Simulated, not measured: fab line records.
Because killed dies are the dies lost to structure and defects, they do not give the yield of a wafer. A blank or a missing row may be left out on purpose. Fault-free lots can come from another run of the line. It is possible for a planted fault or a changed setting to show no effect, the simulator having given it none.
Code-filled problem report in 8D (eight disciplines) form ; flow sfq line ; the parts of the form that need people (team, actions taken, sign-off) are left out

== 1. THE PROBLEM ==
thk nm at SFQ_TRILAYER_I0_METRO_MEASURE_029 reads a mean of 250.0 nm on 1 wafer of 1 lot; wafers without a fault read 200.0 nm with a standard deviation of 1.2. Relative to the usual mean, that is a shift of +42 standard deviations.
Seen first at day 15 01:38 on film metro-04, wafer L312.2. The record has a number at this step for 38 wafers belonging to 13 lots. The rule behind "out" and "out of limits": a value lying over 4 standard deviations away from the usual mean. The rest of the wafers with a number are treated as sound.

== 2. WHAT IT IS, AND WHAT IT ISN'T ==
question;is;is not
which readings at this step;thk nm;-
which lots;L312;L304, L305, L306, L307, L317, L319, L320, L321, L322, L323, L324, L325
which wafers of those lots;L312.2;L312.5
read on which tools;film metro-04;film metro-01, film metro-03
when;from day 15 01:38;"up to then (13 sound wafers); but 24 sound wafers of L317, L319, L320, L321, L322, L323, L324, L325 came after"

== 3. WHAT RULES OUT EACH SUSPECT ==
Counting: any tool at a process step up to the reading remains a suspect provided it ran every lot that is out. Sound lots after the first of them don't rule it out here, since some wafers of a struck lot are sound.
- cmp-02 at SFQ_TRILAYER_I0_CMP_CMP_028 (polishes SiO2): kept. The lot that is out, L312, ran on it at day 14 22:49; the last sound lot it ran before that was L306, at day 13 01:41.
- film metro-04 at SFQ_TRILAYER_I0_METRO_MEASURE_029: kept. The lot that is out, L312, ran on it at day 15 01:38; the last sound lot it ran before that was L305, at day 12 21:28. Its own readings are out on those wafers: thk nm.
- At SFQ_TRILAYER_I0_CMP_CMP_028 on cmp-02, chamber 3 took the sound wafers of the same lots and chamber 0 took the wafers that are out.
What counting leaves: cmp-02 at SFQ_TRILAYER_I0_CMP_CMP_028 and film metro-04 at SFQ_TRILAYER_I0_METRO_MEASURE_029.

== 4. THE CAUSE (what the simulator had put in) ==
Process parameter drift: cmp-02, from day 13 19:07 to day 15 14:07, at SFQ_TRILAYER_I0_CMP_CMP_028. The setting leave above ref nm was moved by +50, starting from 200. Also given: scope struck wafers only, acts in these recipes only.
This tool is one of the 2 suspects left after counting.

== 5. SEQUENCE OF EFFECTS, ordered by route ==
One row per reading whose mean, taken over the struck wafers that have a number, lies over 3 standard deviations from the usual. Readings are gone through only where the record gives a usual standard deviation; hours: the median, over the lots, of the time from a lot's start at the first step in this table giving one to that lot's start at this step; sigmas: the change measured in usual standard deviations.
hours;step;reading;usual;on struck wafers;change;sigmas
0;SFQ_TRILAYER_I0_CMP_CMP_028;time to endpoint s;213 s;179;-34;-3.7
3;SFQ_TRILAYER_I0_METRO_MEASURE_029;thk nm;200.0 nm;250.0;+50.0;+42
143;SFQ_TRILAYER_I0_VIA_ETCH_VIA_ETCH_034;oes product au;0.854 a.u.;0.970;+0.116;+25
Its process steps:
- SFQ_TRILAYER_I0_CMP_CMP_028: polishes SiO2.
- SFQ_TRILAYER_I0_METRO_MEASURE_029
- SFQ_TRILAYER_I0_VIA_ETCH_VIA_ETCH_034: etches SiO2 in CHF3, stops on Nb, target depth 260 nm.
At these later measuring or inspecting steps, every struck wafer for which the step has a row has a number for every such reading, and none has moved that far: SFQ_I6_BOW_MEAS_941.

== 6. WHAT WOULD HAVE CAUGHT IT SOONER ==
The fault began at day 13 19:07; the first out-of-limits reading in this record came at day 15 01:38, 31 hours later.
No tool reading at SFQ_TRILAYER_I0_CMP_CMP_028 that has a usual standard deviation in the record was out on any struck wafer, so an alarm limit of 4 standard deviations on those readings would not have fired.
The start of SFQ_TRILAYER_I0_CMP_CMP_028 on cmp-02 came by day 15 01:38 for every one of the lots that are out (1). None of them would have been spared by holding the tool at that moment.
